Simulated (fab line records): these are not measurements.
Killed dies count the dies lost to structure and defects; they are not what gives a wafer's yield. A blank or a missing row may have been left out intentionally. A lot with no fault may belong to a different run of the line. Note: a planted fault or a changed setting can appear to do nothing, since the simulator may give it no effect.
The tool behind it: which one? / flow sky130 / 10 lots, 29 wafers sampled, at 4 steps of a route of 708

## WHAT THE GAUGES SHOWED, per wafer
SKY_METAL5_RS_MEAS_05: the measuring method here is four-point-probe.
lot=L631; measured=day 43 09:04; on=film_metro-02; METAL5_ALCU_RS (ohm/sq)=0.0273 0.0271 0.0268
lot=L632; measured=day 44 04:56; on=film_metro-02; METAL5_ALCU_RS (ohm/sq)=0.0269 0.0269 0.0270
lot=L637; measured=day 44 23:13; on=film_metro-02; METAL5_ALCU_RS (ohm/sq)=0.0271 0.0273 0.0273
lot=L638; measured=day 45 10:50; on=film_metro-01; METAL5_ALCU_RS (ohm/sq)=0.0263 0.0266 0.0262
lot=L644; measured=day 47 01:26; on=film_metro-01; METAL5_ALCU_RS (ohm/sq)=0.0353 0.0270
lot=L647; measured=day 47 21:01; on=film_metro-01; METAL5_ALCU_RS (ohm/sq)=0.0265 0.0268 0.0272
lot=L649; measured=day 48 05:38; on=film_metro-02; METAL5_ALCU_RS (ohm/sq)=0.0273 0.0271 0.0270
lot=L650; measured=day 48 08:10; on=film_metro-01; METAL5_ALCU_RS (ohm/sq)=0.0270 0.0269 0.0271
lot=L651; measured=day 48 18:53; on=film_metro-02; METAL5_ALCU_RS (ohm/sq)=0.0266 0.0274 0.0275
lot=L652; measured=day 48 19:32; on=film_metro-02; METAL5_ALCU_RS (ohm/sq)=0.0279 0.0275 0.0274

## TOOL THAT RAN EACH LOT (tool first, then ch and the chambers of the sampled wafers, then the start)
lot=L631; SKY_METAL4_SPUTTER_00=pvd_sputter-01, day 40 04:41; SKY_CAP2M_CVD_00=pecvd-03 ch 0,2, day 40 04:50; SKY_METAL5_SPUTTER_02=pvd_sputter-04, day 43 08:56
lot=L632; SKY_METAL4_SPUTTER_00=pvd_sputter-02, day 41 02:41; SKY_CAP2M_CVD_00=pecvd-03 ch 0,1,2, day 41 02:50; SKY_METAL5_SPUTTER_02=pvd_sputter-02, day 44 04:46
lot=L637; SKY_METAL4_SPUTTER_00=pvd_sputter-01, day 41 23:11; SKY_CAP2M_CVD_00=pecvd-01 ch 0,1, day 41 23:20; SKY_METAL5_SPUTTER_02=pvd_sputter-03, day 44 23:06
lot=L638; SKY_METAL4_SPUTTER_00=pvd_sputter-01, day 42 11:25; SKY_CAP2M_CVD_00=pecvd-03 ch 0,2, day 42 11:35; SKY_METAL5_SPUTTER_02=pvd_sputter-04, day 45 10:42
lot=L644; SKY_METAL4_SPUTTER_00=pvd_sputter-01, day 44 04:01; SKY_CAP2M_CVD_00=pecvd-02 ch 0,2, day 44 04:11; SKY_METAL5_SPUTTER_02=pvd_sputter-02, day 47 01:19
lot=L647; SKY_METAL4_SPUTTER_00=pvd_sputter-02, day 45 05:01; SKY_CAP2M_CVD_00=pecvd-03 ch 0,1,2, day 45 05:10; SKY_METAL5_SPUTTER_02=pvd_sputter-04, day 47 20:52
lot=L649; SKY_METAL4_SPUTTER_00=pvd_sputter-01, day 45 13:14; SKY_CAP2M_CVD_00=pecvd-02 ch 0,2, day 45 13:24; SKY_METAL5_SPUTTER_02=pvd_sputter-03, day 48 05:31
lot=L650; SKY_METAL4_SPUTTER_00=pvd_sputter-03, day 45 17:01; SKY_CAP2M_CVD_00=pecvd-02 ch 0,1, day 45 17:11; SKY_METAL5_SPUTTER_02=pvd_sputter-03, day 48 08:01
lot=L651; SKY_METAL4_SPUTTER_00=pvd_sputter-01, day 46 01:02; SKY_CAP2M_CVD_00=pecvd-02 ch 0,1,2, day 46 01:11; SKY_METAL5_SPUTTER_02=pvd_sputter-04, day 48 18:44
lot=L652; SKY_METAL4_SPUTTER_00=pvd_sputter-02, day 46 03:30; SKY_CAP2M_CVD_00=pecvd-01 ch 1,2, day 46 03:40; SKY_METAL5_SPUTTER_02=pvd_sputter-04, day 48 19:22
- SKY_METAL4_SPUTTER_00: material Ti, target thk 15 nm, time 10 s.
- SKY_CAP2M_CVD_00: deposits SiO2, target thk 15.5 nm.
- SKY_METAL5_SPUTTER_02: material AlCu, target thk 1150 nm, time 61.2 s.

## THE ANSWER, worked out from the rows above alone
Rule: usual is defined by the lots themselves. The widest of any qualifying gaps counts: lots, ordered by their means at a reading, are off when they make up no more than a third of the lots, leave a main group of 4 or more, and stand apart from it by 3 or more times the standard deviation of that group's means. A main group is skipped when, at the precision printed for the reading in the tables above, its means are all equal. Also off: a lot with no number at a reading for which 4 or more lots have one. Where the step has rows for the other lots, those lots are counted as sound.
Off: L644, at SKY_METAL5_RS_MEAS_05 (METAL5_ALCU_RS). The main group: mean 0.0270 ohm/sq, standard deviation 0.00031.
A tool fits if, at a process step before that reading, it ran every lot that is off, and no sound lot after the first of them. Those tools and the gauges at SKY_METAL5_RS_MEAS_05 are tried in the same way. One fits: pvd_sputter-02 at SKY_METAL5_SPUTTER_02. Its last sound lot is L632 (day 44 04:46), its first lot that is off L644 (day 47 01:19): a fault that began between those two fits.

## WHAT THE SIMULATOR HAD INSERTED
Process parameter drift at SKY_METAL5_SPUTTER_02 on pvd_sputter-02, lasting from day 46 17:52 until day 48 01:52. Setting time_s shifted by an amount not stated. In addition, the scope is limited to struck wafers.
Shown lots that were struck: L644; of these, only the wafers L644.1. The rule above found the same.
